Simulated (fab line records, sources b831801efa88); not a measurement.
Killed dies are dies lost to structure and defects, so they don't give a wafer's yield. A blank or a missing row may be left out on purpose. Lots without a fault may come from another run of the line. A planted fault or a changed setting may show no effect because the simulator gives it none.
Which tool did it? | flow sky130 | 13 lots, 39 wafers sampled, at 4 steps of a route of 708

WHAT THE GAUGES READ, wafer by wafer
SKY_METAL1_RS_MEAS_05: measures by four-point-probe. Usual: METAL1_ALCU_RS 0.1269 ohm/sq, standard deviation 0.0012.
lot  | measured     | on            | METAL1_ALCU_RS (ohm/sq) | flag
L113 | day 32 09:32 | film_metro-01 | 0.1277 0.1270 0.1276    |
L114 | day 32 10:28 | film_metro-03 | 0.1285 0.1276 0.1281    |
L115 | day 33 11:41 | film_metro-01 | 0.1267 0.1262 0.1263    |
L116 | day 33 11:59 | film_metro-02 | 0.1268 0.1278 0.1279    |
L117 | day 33 18:17 | film_metro-01 | 0.1262 0.1269 0.1266    |
L118 | day 33 22:24 | film_metro-03 | 0.1275 0.1286 0.1278    |
L121 | day 34 06:48 | film_metro-02 | 0.1246 0.1258 0.1259    |
L120 | day 34 10:05 | film_metro-01 | 0.1266 0.1275 0.1254    |
L125 | day 35 12:51 | film_metro-03 | 0.1249 0.1260 0.1252    |
L124 | day 35 15:26 | film_metro-01 | 0.1279 0.1278 0.1284    |
L134 | day 38 12:40 | film_metro-02 | 0.1257 0.1246 0.1254    |
L135 | day 38 18:01 | film_metro-02 | 0.1255 0.1247 0.1246    |
L136 | day 38 19:56 | film_metro-01 | 0.1269 0.1261 0.1265    |

SKY_METAL1_CD_MEAS_15: target cd 140 nm. Usual: cd_nm 140.2 nm, standard deviation 1.5.
lot  | measured     | on        | cd_nm (nm)        | flag
L113 | day 33 12:26 | cd_sem-01 | 140.4 140.6 140.1 |
L114 | day 33 12:58 | cd_sem-01 | 143.4 144.0 141.9 |
L115 | day 34 14:23 | cd_sem-02 | 141.1 140.6 139.8 |
L116 | day 34 15:23 | cd_sem-02 | 141.6 141.4 142.2 |
L117 | day 34 20:54 | cd_sem-01 | 141.3 142.2 140.1 |
L118 | day 35 01:27 | cd_sem-02 | 138.8 139.4 139.1 |
L121 | day 35 09:26 | cd_sem-02 | 140.9 140.7 140.8 |
L120 | day 35 12:08 | cd_sem-01 | 138.4 140.9 138.8 |
L125 | day 36 14:05 | cd_sem-02 | 138.7 139.5 138.4 |
L124 | day 36 17:07 | cd_sem-01 | 140.3 141.2 140.7 |
L134 | day 39 13:17 | cd_sem-02 | 141.4 142.3 139.6 |
L135 | day 39 18:08 | cd_sem-01 | 137.1 138.2 136.3 |
L136 | day 39 20:35 | cd_sem-01 | 138.5 137.2 139.1 |

WHICH TOOL RAN EACH LOT (tool, then ch and the chambers of the sampled wafers, then the start)
lot  | SKY_CONTACT_SPUTTER_23       | SKY_METAL1_SPUTTER_01
L113 | pvd_sputter-03, day 32 08:44 | pvd_sputter-02, day 32 09:25
L114 | pvd_sputter-03, day 32 09:41 | pvd_sputter-01, day 32 10:21
L115 | pvd_sputter-02, day 33 10:50 | pvd_sputter-02, day 33 11:32
L116 | pvd_sputter-03, day 33 11:11 | pvd_sputter-01, day 33 11:52
L117 | pvd_sputter-02, day 33 17:28 | pvd_sputter-03, day 33 18:08
L118 | pvd_sputter-03, day 33 21:34 | pvd_sputter-02, day 33 22:14
L121 | pvd_sputter-02, day 34 05:56 | pvd_sputter-03, day 34 06:40
L120 | pvd_sputter-04, day 34 09:18 | pvd_sputter-01, day 34 09:58
L125 | pvd_sputter-02, day 35 12:02 | pvd_sputter-01, day 35 12:43
L124 | pvd_sputter-04, day 35 14:39 | pvd_sputter-01, day 35 15:20
L134 | pvd_sputter-04, day 38 11:52 | pvd_sputter-03, day 38 12:32
L135 | pvd_sputter-03, day 38 17:08 | pvd_sputter-03, day 38 17:54
L136 | pvd_sputter-03, day 38 19:08 | pvd_sputter-02, day 38 19:49
- SKY_CONTACT_SPUTTER_23: material TiN, target thk 20 nm, time 80 s.
- SKY_METAL1_SPUTTER_01: material TiN, target thk 20 nm, time 16.7 s.

WHAT THE TOOLS THEMSELVES READ (means of the sampled wafers that have a number; where no wafer has one, the mark that the record gives instead)
SKY_CONTACT_SPUTTER_23. Usual: cathode_dc_power_W 4000.0 W, standard deviation 0.7; throttle_valve_pct 30.2 %, standard deviation 1.2.
lot  | tool           | cathode_dc_power_W (W) | throttle_valve_pct (%) | flag
L113 | pvd_sputter-03 | 4000.2                 | 31.7                   |
L114 | pvd_sputter-03 | 4000.2                 | 31.1                   |
L115 | pvd_sputter-02 | 4000.3                 | 28.5                   |
L116 | pvd_sputter-03 | 3999.7                 | 31.2                   |
L117 | pvd_sputter-02 | 3999.8                 | 29.7                   |
L118 | pvd_sputter-03 | 4000.0                 | 31.1                   |
L121 | pvd_sputter-02 | 4000.3                 | 29.6                   |
L120 | pvd_sputter-04 | 3999.1                 | 30.5                   |
L125 | pvd_sputter-02 | 4000.1                 | 29.7                   |
L124 | pvd_sputter-04 | 3999.7                 | 30.4                   |
L134 | pvd_sputter-04 | 3999.6                 | 29.6                   |
L135 | pvd_sputter-03 | 3999.1                 | 30.6                   |
L136 | pvd_sputter-03 | 4000.5                 | 30.8                   |

SKY_METAL1_SPUTTER_01. Usual: cathode_dc_power_W 6500.0 W, standard deviation 1.2; throttle_valve_pct 30.2 %, standard deviation 1.2.
lot  | tool           | cathode_dc_power_W (W) | throttle_valve_pct (%) | flag
L113 | pvd_sputter-02 | 6500.6                 | 29.3                   |
L114 | pvd_sputter-01 | 6499.6                 | 30.3                   |
L115 | pvd_sputter-02 | 6498.9                 | 30.7                   |
L116 | pvd_sputter-01 | 6499.8                 | 28.7                   |
L117 | pvd_sputter-03 | 6501.4                 | 31.1                   |
L118 | pvd_sputter-02 | 6499.8                 | 28.8                   |
L121 | pvd_sputter-03 | 6499.4                 | 31.1                   |
L120 | pvd_sputter-01 | 6499.7                 | 30.3                   |
L125 | pvd_sputter-01 | 8099.5                 | 30.2                   | OFF
L124 | pvd_sputter-01 | 8101.0                 | 28.7                   | OFF
L134 | pvd_sputter-03 | 6500.4                 | 31.1                   |
L135 | pvd_sputter-03 | 6499.9                 | 30.5                   |
L136 | pvd_sputter-02 | 6501.1                 | 29.0                   |

THE ANSWER, worked out from the rows above alone
Rule: a lot is off if the mean of its wafers that have a number lies more than 3 standard deviations from the usual mean. A lot without any number at a reading at which 4 lots or more have one is off too. The other lots that the step has rows for count as sound. The gauges are gone through in route order, then the tools' own readings, and for those a lot's mean is taken as printed above. The first step at which some lot is off is used, and at that step the reading that is off furthest; a lot without a number counts as furthest.
Off: L125, L124, at SKY_METAL1_SPUTTER_01 (cathode_dc_power_W).
A tool fits if, at that step or a process step before it, it ran every lot that is off, and no sound lot after the first of them. One fits: pvd_sputter-01 at SKY_METAL1_SPUTTER_01. Its last sound lot is L120 (day 34 09:58), its first lot that is off L125 (day 35 12:43): a fault that began between those two fits.
The tool's own readings at SKY_METAL1_SPUTTER_01 bear it out: on the lots that are off they differ by more than 5 times the standard deviation of the sound lots' means. cathode_dc_power_W reads 8100.2 W there against 6500.1 W on the sound lots.

WHAT THE SIMULATOR HAD PUT IN
Process parameter drift: pvd_sputter-01, from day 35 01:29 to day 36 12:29, at SKY_METAL1_SPUTTER_01. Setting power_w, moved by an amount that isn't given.
Lots struck among those shown: L125, L124. The rule above found the same.
